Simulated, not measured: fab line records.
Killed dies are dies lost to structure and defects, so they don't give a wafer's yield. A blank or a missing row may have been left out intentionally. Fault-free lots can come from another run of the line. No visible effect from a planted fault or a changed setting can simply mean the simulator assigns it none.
Which tool did it?    flow sky130    Sampling: 24 lots, 72 wafers, 4 of 708 route steps

== WHAT EACH GAUGE READ, for each wafer ==
SKY_VIA2_OVL_MEAS_13.
lot   measured      on          VIA2_OVL (nm)
L074  day 36 01:29  overlay-02  2 8 2
L075  day 36 10:20  overlay-01  2 7 4
L076  day 37 03:30  overlay-02  6 -3 -2
L077  day 37 04:26  overlay-02  10 -3 8
L078  day 37 13:35  overlay-02  5 -2 1
L079  day 38 00:28  overlay-01  3 3 6
L080  day 38 10:26  overlay-01  0 6 3
L081  day 38 18:05  overlay-01  -3 2 -2
L082  day 38 23:23  overlay-01  -2 -3 -4
L083  day 39 02:44  overlay-01  0 5 2
L084  day 39 14:08  overlay-02  -1 0 -1
L085  day 39 23:11  overlay-01  -3 -6 -7
L086  day 40 06:14  overlay-02  1 11 1
L087  day 40 06:35  overlay-01  -2 -5 -1
L088  day 40 18:37  overlay-02  -7 -8 -4
L089  day 40 21:56  overlay-01  8 -2 -2
L090  day 41 03:08  overlay-02  -5 -10 -10
L091  day 41 13:34  overlay-01  12 7 2
L092  day 41 17:30  overlay-02  0 -2 5
L093  day 42 02:44  overlay-01  -5 -11 -7
L094  day 42 07:44  overlay-02  3 9 2
L095  day 42 21:41  overlay-02  -1 8 2
L096  day 43 01:38  overlay-02  -4 0 -5
L097  day 43 07:08  overlay-02  1 -6 0

SKY_CAPM_RS_MEAS_03: the measuring method here is four-point-probe.
lot   measured      on             CAPM_TIN_RS (ohm/sq)
L074  day 36 03:19  film metro-03  7.06 7.03 7.00
L075  day 36 12:05  film metro-01  6.87 6.90 6.87
L076  day 37 05:17  film metro-01  7.13 6.98 6.97
L077  day 37 06:13  film metro-04  6.91 6.87 6.88
L078  day 37 15:52  film metro-04  6.93 7.04 6.92
L079  day 38 02:13  film metro-03  6.85 6.85 6.91
L080  day 38 12:12  film metro-01  6.96 6.95 7.01
L081  day 38 19:52  film metro-01  6.91 6.85 6.91
L082  day 39 01:26  film metro-01  6.84 6.87 6.83
L083  day 39 04:57  film metro-03  6.98 6.87 6.88
L084  day 39 15:53  film metro-03  6.92 6.92 6.96
L085  day 40 00:58  film metro-01  6.83 6.83 6.80
L086  day 40 08:22  film metro-03  6.99 6.88 6.88
L087  day 40 08:32  film metro-03  7.02 7.03 6.99
L088  day 40 20:23  film metro-03  7.01 7.07 6.96
L089  day 40 23:43  film metro-03  6.89 6.84 6.90
L090  day 41 04:56  film metro-03  6.84 6.86 6.84
L091  day 41 15:19  film metro-03  6.86 6.85 6.88
L092  day 41 19:16  film metro-03  6.87 6.93 6.88
L093  day 42 04:31  film metro-03  6.88 6.87 6.99
L094  day 42 09:31  film metro-01  6.83 6.98 6.81
L095  day 42 23:29  film metro-03  6.89 6.84 6.84
L096  day 43 03:26  film metro-01  6.90 6.83 6.81
L097  day 43 08:53  film metro-01  6.81 6.73 6.83

== WHAT TOOL EACH LOT RAN ON (gives the tool, then ch and the chambers of the sampled wafers, and finally the start) ==
lot   SKY_METAL3_SPUTTER_00         SKY_METAL3_SPUTTER_01
L074  pvd sputter-04, day 36 02:57  pvd sputter-04, day 36 02:58
L075  pvd sputter-04, day 36 11:44  pvd sputter-04, day 36 11:45
L076  pvd sputter-03, day 37 04:53  pvd sputter-03, day 37 04:55
L077  pvd sputter-04, day 37 05:53  pvd sputter-04, day 37 05:54
L078  pvd sputter-03, day 37 15:30  pvd sputter-03, day 37 15:31
L079  pvd sputter-03, day 38 01:52  pvd sputter-03, day 38 01:53
L080  pvd sputter-04, day 38 11:50  pvd sputter-04, day 38 11:52
L081  pvd sputter-02, day 38 19:31  pvd sputter-02, day 38 19:32
L082  pvd sputter-03, day 39 01:05  pvd sputter-03, day 39 01:06
L083  pvd sputter-02, day 39 04:36  pvd sputter-02, day 39 04:37
L084  pvd sputter-02, day 39 15:32  pvd sputter-02, day 39 15:34
L085  pvd sputter-02, day 40 00:35  pvd sputter-02, day 40 00:37
L086  pvd sputter-03, day 40 07:59  pvd sputter-03, day 40 08:01
L087  pvd sputter-04, day 40 08:05  pvd sputter-04, day 40 08:06
L088  pvd sputter-02, day 40 20:02  pvd sputter-02, day 40 20:04
L089  pvd sputter-02, day 40 23:22  pvd sputter-02, day 40 23:23
L090  pvd sputter-04, day 41 04:34  pvd sputter-04, day 41 04:35
L091  pvd sputter-04, day 41 14:58  pvd sputter-04, day 41 14:59
L092  pvd sputter-02, day 41 18:53  pvd sputter-02, day 41 18:55
L093  pvd sputter-04, day 42 04:08  pvd sputter-04, day 42 04:10
L094  pvd sputter-04, day 42 09:11  pvd sputter-04, day 42 09:12
L095  pvd sputter-02, day 42 23:08  pvd sputter-02, day 42 23:10
L096  pvd sputter-02, day 43 03:03  pvd sputter-02, day 43 03:04
L097  pvd sputter-02, day 43 08:32  pvd sputter-02, day 43 08:34
- SKY_METAL3_SPUTTER_00: material Ti, target thk 15 nm, time 10 s.
- SKY_METAL3_SPUTTER_01: material TiN, target thk 20 nm, time 16.7 s.

== AS READ BY THE TOOLS THEMSELVES (means over the sampled wafers that have a number; for cases with no such wafer, the mark the record gives instead) ==
SKY_METAL3_SPUTTER_00.
lot   tool            throttle valve pct (%)
L074  pvd sputter-04  29.7
L075  pvd sputter-04  29.0
L076  pvd sputter-03  30.0
L077  pvd sputter-04  29.6
L078  pvd sputter-03  29.1
L079  pvd sputter-03  29.2
L080  pvd sputter-04  29.2
L081  pvd sputter-02  30.3
L082  pvd sputter-03  30.0
L083  pvd sputter-02  29.8
L084  pvd sputter-02  29.9
L085  pvd sputter-02  29.8
L086  pvd sputter-03  30.2
L087  pvd sputter-04  29.7
L088  pvd sputter-02  30.3
L089  pvd sputter-02  29.6
L090  pvd sputter-04  29.3
L091  pvd sputter-04  30.0
L092  pvd sputter-02  30.1
L093  pvd sputter-04  29.5
L094  pvd sputter-04  29.3
L095  pvd sputter-02  30.2
L096  pvd sputter-02  29.8
L097  pvd sputter-02  30.2

SKY_METAL3_SPUTTER_01.
lot   tool            throttle valve pct (%)
L074  pvd sputter-04  29.5
L075  pvd sputter-04  29.0
L076  pvd sputter-03  29.9
L077  pvd sputter-04  29.8
L078  pvd sputter-03  29.2
L079  pvd sputter-03  29.3
L080  pvd sputter-04  29.2
L081  pvd sputter-02  30.0
L082  pvd sputter-03  30.0
L083  pvd sputter-02  30.0
L084  pvd sputter-02  29.8
L085  pvd sputter-02  29.7
L086  pvd sputter-03  30.1
L087  pvd sputter-04  29.7
L088  pvd sputter-02  30.3
L089  pvd sputter-02  29.7
L090  pvd sputter-04  29.3
L091  pvd sputter-04  29.8
L092  pvd sputter-02  30.3
L093  pvd sputter-04  29.3
L094  pvd sputter-04  29.3
L095  pvd sputter-02  30.2
L096  pvd sputter-02  29.9
L097  pvd sputter-02  30.2

== THE ANSWER, worked out from the rows above alone ==
Rule: usual is defined by the lots themselves. The widest of any qualifying gaps counts: lots, ordered by their means at a reading, are off when they make up no more than a third of the lots, leave a main group of 4 or more, and stand apart from it by 3 or more times the standard deviation of that group's means. The tables above print the reading to a certain number of digits; a main group whose means all agree to those digits is not used. A lot without any number at a reading at which 4 lots or more have one is off too. Where the step has rows for the other lots, those lots are counted as sound. First the gauges in route order, then the tools' own readings, where a lot's mean is used as printed above. The first step at which some lot is off is used, and at that step the reading that is off furthest; a lot without a number counts as furthest.
No lot is off on any of the readings shown, so nothing can be concluded from this.

== WHAT THE SIMULATOR PUT IN ==
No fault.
